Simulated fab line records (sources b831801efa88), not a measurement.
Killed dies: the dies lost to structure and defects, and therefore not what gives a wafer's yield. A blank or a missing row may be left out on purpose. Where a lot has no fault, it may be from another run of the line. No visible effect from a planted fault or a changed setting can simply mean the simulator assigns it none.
A struck lot beside a sound one    flow sky130    44 out of 708 route steps
Sound: wafers L514.3, L514.5, L514.6. Struck: wafer L522.1. (L522.6 of the same lot was not struck and is left out.) The cause comes at the end.
Each step with rows lists, per side, the tool, then ch with its chambers, then its first start. Under that, the readings that differ: sound wafers    struck wafers    difference of the means    sigmas: that difference in standard deviations of wafers without a fault.
alike: readings whose means differ by less than 2 such deviations, and words and numbers that are the same on both sides. not compared: withheld readings, readings that some wafer has no value for, bounds like >300 that may hide the same value, and numbers for which the record gives no deviation and whose values overlap.
A row with sigmas, a row that says differs or no value, or rows on one side alone: a step with any of these is where the two part. Numbers that don't overlap but have no deviation are shown without sigmas and don't part them. Lack of a reading on every wafer of one side parts them only where that side has two or more wafers.

SKY_SONOS_ONO_THK_MEAS_03:
  struck on film metro-03, day 17 10:58; sound on film metro-02, day 14 13:45
  alike: SONOS_ONO_CVD_02_THK
then, 1 step without rows for these wafers: SKY_SONOS_ONO_CVD_04 (deposits SiO2 from SiH4/N2O, target thk 5.7199 nm).
SKY_SONOS_ONO_THK_MEAS_05:
  struck on film metro-02, day 17 12:16; sound on film metro-02, day 14 15:04
  alike: SONOS_ONO_CVD_04_THK
then, 7 steps without rows for these wafers: SKY_SONOS_ONO_DEHYDRATE_06 (time 60 s); SKY_SONOS_ONO_HMDS_07 (prime time 60 s); SKY_SONOS_ONO_COAT_08 (resist thk 1140 nm); SKY_SONOS_ONO_SOFTBAKE_09 (time 60 s); SKY_SONOS_ONO_EXPOSE_10 (exposes mask ONOM, target cd 410 nm); SKY_SONOS_ONO_PEB_11; SKY_SONOS_ONO_DEVELOP_12 (develop time 60 s).
SKY_SONOS_ONO_CD_MEAS_13: target cd 410 nm.
  struck on cd sem-01, day 18 17:23; sound on cd sem-01, day 15 17:38
  alike: cd nm
SKY_SONOS_ONO_OVL_MEAS_14:
  struck on overlay-02, day 18 17:31; sound on overlay-01, day 15 17:43
  alike: SONOS_ONO_OVL
SKY_SONOS_ONO_ETCH_15: etches the open film in CHF3/O2, target depth 19.52 nm, time 7.8 s.
  sound on rie diel-01 ch 0,3, day 15 17:45; struck on rie diel-01 ch 2, day 18 17:33
reading                                         sound             struck  difference  sigmas
model.etch.depth nm (nm)                        19.4 19.56 19.87  7.133   -12.477     
model.SONOS_ONO.feature depth nm (nm)           19.4 19.56 19.87  7.133   -12.477     
model.NOVOLAK_of_SONOS_ONO_COAT_08.thk nm (nm)  1125 1121 1125    1141    +17         
  alike: drypump motor current A, oes product au, throttle valve pct
  not compared: rf hours counter h
then, 1 step without rows for these wafers: SKY_SONOS_ONO_WET_ETCH_16 (etches SiO2 in dHF, target depth 14 nm, time 280 s).
SKY_SONOS_ONO_STRIP_17: strips in O2/N2.
  sound on plasma asher-02 ch 0,1, day 15 17:53; struck on plasma asher-02 ch 1, day 18 17:39
reading                       sound              struck  difference                    sigmas
o2 flow sccm (sccm)           3001 3009 2988     3023    +24                           +3
rf hours counter h (h)        - - -              61      no value on the sound wafers  
strip time to endpoint s (s)  14.12 14.08 14.11  14.30   +0.20                         +5
  alike: drypump motor current A, n2 flow sccm, oes product au
then, 3 steps without rows for these wafers: SKY_SONOS_ONO_WET_ETCH_18 (etches Si3N4 in H3PO4, target depth 15 nm, time 172 s); SKY_GATE_OXIDE_CLEAN_00 (cleans in SC1/SC2, time 150 s); SKY_GATE_OXIDE_OXIDATION_01 (stabilise 600 s, purge 300 s, target thk 10.268 nm).
SKY_GATE_OXIDE_THK_MEAS_02:
  struck on film metro-01, day 18 20:05; sound on film metro-04, day 15 20:17
  alike: GATE_OXIDE_OXIDATION_00_THK
then, 7 steps without rows for these wafers: SKY_GATE_OXIDE_DEHYDRATE_03 (time 60 s); SKY_GATE_OXIDE_HMDS_04 (prime time 60 s); SKY_GATE_OXIDE_COAT_05 (resist thk 1140 nm); SKY_GATE_OXIDE_SOFTBAKE_06 (time 60 s); SKY_GATE_OXIDE_EXPOSE_07 (exposes mask LVOM, target cd 600 nm); SKY_GATE_OXIDE_PEB_08; SKY_GATE_OXIDE_DEVELOP_09 (develop time 60 s).
SKY_GATE_OXIDE_OVL_MEAS_10:
  struck on overlay-01, day 20 02:44; sound on overlay-01, day 17 00:41
  alike: GATE_OXIDE_OVL
then, 2 steps without rows for these wafers: SKY_GATE_OXIDE_IMPLANT_11; SKY_GATE_OXIDE_WET_ETCH_12 (etches SiO2 in dHF, target depth 16.8 nm, time 336 s).
SKY_GATE_OXIDE_STRIP_13: strips in O2/N2.
  sound on plasma asher-01 ch 0,1, day 17 00:59; struck on plasma asher-03 ch 1, day 20 03:01
reading                 sound  struck  difference                    sigmas
rf hours counter h (h)  - - -  3       no value on the sound wafers  
  alike: drypump motor current A, n2 flow sccm, o2 flow sccm, oes product au, strip time to endpoint s
SKY_GATE_OXIDE_TW_MEAS_14:
  struck on film metro-04, day 20 03:07; sound on film metro-04, day 17 01:05
  alike: GATE_OXIDE_TW
then, 3 steps without rows for these wafers: SKY_GATE_OXIDE_CLEAN_15 (cleans in SC1/SC2, time 150 s); SKY_GATE_OXIDE_OXIDATION_16 (stabilise 600 s, purge 300 s, target thk 3.57 nm); SKY_POLY_GATE_CVD_00 (deposits poly-Si, target thk 180 nm, time 720 s).
SKY_POLY_GATE_THK_MEAS_01:
  struck on film metro-02, day 20 06:15; sound on film metro-03, day 17 05:21
  alike: POLY_GATE_CVD_00_THK
then, 7 steps without rows for these wafers: SKY_RES_PROTECT_DEHYDRATE_00 (time 60 s); SKY_RES_PROTECT_HMDS_01 (prime time 60 s); SKY_RES_PROTECT_COAT_02 (resist thk 1140 nm); SKY_RES_PROTECT_SOFTBAKE_03 (time 60 s); SKY_RES_PROTECT_EXPOSE_04 (exposes mask RPM, target cd 1270 nm); SKY_RES_PROTECT_PEB_05; SKY_RES_PROTECT_DEVELOP_06 (develop time 60 s).
-- the record jumps here: 14 days lie between the struck wafers' starts before and after (it left off in module RES_PROTECT and takes up again in module SALICIDE, whose first step shown is number 361 of the route) --
SKY_SALICIDE_CLEAN_00: cleans in HF-last, time 30 s.
  sound on wet bench-03 ch 2, day 31 04:53; struck on wet bench-04 ch 3, day 33 19:10
reading                                     sound              struck  difference  sigmas
model.SiO2_of_FIELD_ISO_CVD_24.thk nm (nm)  358.8 360.2 357.5  362.6   +3.8        
-- the record jumps here: 16 days lie between the struck wafers' starts before and after (it left off in module SALICIDE and takes up again in module PAD_OPEN, whose first step shown is number 708 of the route) --
SKY_PAD_OPEN_PROBE_99:
  struck on prober-01, day 49 22:45; sound on prober-01, day 48 06:32
reading                                 sound                          struck     difference  sigmas
killed_at_M4_up                         10 4 3                         0          -6          -3
model.etest.nfet_16v.r on ohm um        1.466e+04 1.472e+04 1.466e+04  1.808e+04  +3.400e+03  
model.etest.pfet_16v.r on ohm um        1.506e+04 1.554e+04 1.518e+04  1.67e+04   +1.44e+03   
model.etest.pfet g5v0d10v5.r on ohm um  4776 4756 4790                 5482       +708        
model.etest.nfet g5v0d10v5.r on ohm um  1916 1914 1902                 2482       +571        
model.etest.nfet g5v0d10v5.drive ua um  592.5 596 591.5                395.9      -197.4      
model.etest.tip sonos.rs ohm sq         2686 2629 2664                 2775       +115        
model.etest.nfet_05v0_nvt.drive ua um   562.8 567.5 565.3              420.8      -144.4      
model.etest.nfet_16v.drive ua um        214 212.5 214.9                131.6      -82.2       
  alike: killed_at_M0_to_M3, killed at contacts, killed at front end, killed at other, killed dies, killed open, killed short

## WHERE THEY PART
Last at SKY_PAD_OPEN_PROBE_99 as far as this record goes, first at SKY_SONOS_ONO_STRIP_17.

WHY: what had been put in by the simulator
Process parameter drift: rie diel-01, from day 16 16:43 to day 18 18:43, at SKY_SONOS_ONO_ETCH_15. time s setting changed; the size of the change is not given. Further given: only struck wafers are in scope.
